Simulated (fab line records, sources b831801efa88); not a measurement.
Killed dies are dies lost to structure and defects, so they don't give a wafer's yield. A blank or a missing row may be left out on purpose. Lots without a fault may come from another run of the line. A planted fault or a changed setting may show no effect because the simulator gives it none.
Problem report in the 8D (eight disciplines) form, filled by code | flow gf180mcu | the parts of the form that need people (team, actions taken, sign-off) are left out

1. THE PROBLEM
cd_nm at GF_TOP_METAL_CD_MEAS_14 reads a mean of 423.0 nm on 9 wafers of 3 lots; wafers without a fault read 439.4 nm with a standard deviation of 2.5. That is -6.6 standard deviations from the usual mean.
The step: target cd 440 nm.
First seen on wafer L570.4, day 32 13:54, on cd_sem-02. The record holds 36 wafers of 12 lots with a number at this step. Rule for "out", or "out of limits": more than 4 standard deviations from the usual mean. The other wafers with a number count as sound.

2. WHAT IT IS AND WHAT IT IS NOT
question                    | is                     | is not
which readings at this step | cd_nm                  | -
which lots                  | L570, L571, L573       | L555, L556, L557, L560, L563, L564, L572, L575, L578
which wafers of those lots  | all that have a number | -
read on which gauges        | cd_sem-01, cd_sem-02   | -
when                        | from day 32 13:54      | up to then (18 sound wafers); but 9 sound wafers of L572, L575, L578 came after

3. SUSPECTS, AND WHAT RULES EACH OUT
Counting: a tool at a process step up to the reading stays a suspect if it ran every lot that is out and no sound lot after the first of them.
- the gauge at GF_TOP_METAL_CD_MEAS_14: ruled out. The wafers that are out were read on 2 gauges (cd_sem-01, cd_sem-02).
- iline_stepper-02 at GF_TOP_METAL_EXPOSE_11 (exposes mask MetalTop, target cd 440 nm): kept. It ran every lot that is out, first L570 (day 32 05:38), and no sound lot after that; its last sound lot up to then is L564 (day 30 18:50). Its own readings are out on those wafers: exposure_dose_mJ_cm2.
Left after counting: iline_stepper-02 at GF_TOP_METAL_EXPOSE_11.

4. THE CAUSE (what the simulator had put in)
Process parameter drift: iline_stepper-02, from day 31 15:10 on, at GF_TOP_METAL_EXPOSE_11. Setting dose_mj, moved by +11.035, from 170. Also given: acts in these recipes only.
Counting left only this tool.

5. THE CHAIN OF EFFECTS, in route order
Each row: a reading whose mean over the struck wafers that have a number lies more than 3 standard deviations from the usual. Only readings for which the record gives a usual standard deviation are gone through. hours: the time from each lot's start at the first step in this table that gives one to its start at this step, as a median over the lots. sigmas: the change in usual standard deviations.
hours | step                    | reading              | usual    | on struck wafers | change | sigmas
0     | GF_TOP_METAL_EXPOSE_11  | exposure_dose_mJ_cm2 | 169.90   | 179.69           | +9.79  | +52
8     | GF_TOP_METAL_CD_MEAS_14 | cd_nm                | 439.4 nm | 423.0            | -16.4  | -6.6
The process steps in it:
- GF_TOP_METAL_EXPOSE_11: exposes mask MetalTop, target cd 440 nm.
Later measuring or inspecting steps at which every struck wafer that the step has a row for has a number for every such reading, and none has moved that far: GF_PASSIVATION_THK_MEAS_01.

6. WHAT WOULD HAVE CAUGHT IT SOONER
In this record the first reading out of limits at a measuring or inspecting step was taken at day 32 13:54, 23 hours after the fault began at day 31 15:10.
The tool's own readings at GF_TOP_METAL_EXPOSE_11 were out on every struck wafer that the step has a row for (exposure_dose_mJ_cm2): an alarm limit on them would have fired on the first of those.
Of the lots that are out (3), L571, L573 began GF_TOP_METAL_EXPOSE_11 on iline_stepper-02 after day 32 13:54. A hold on the tool at that time would have spared those 2.
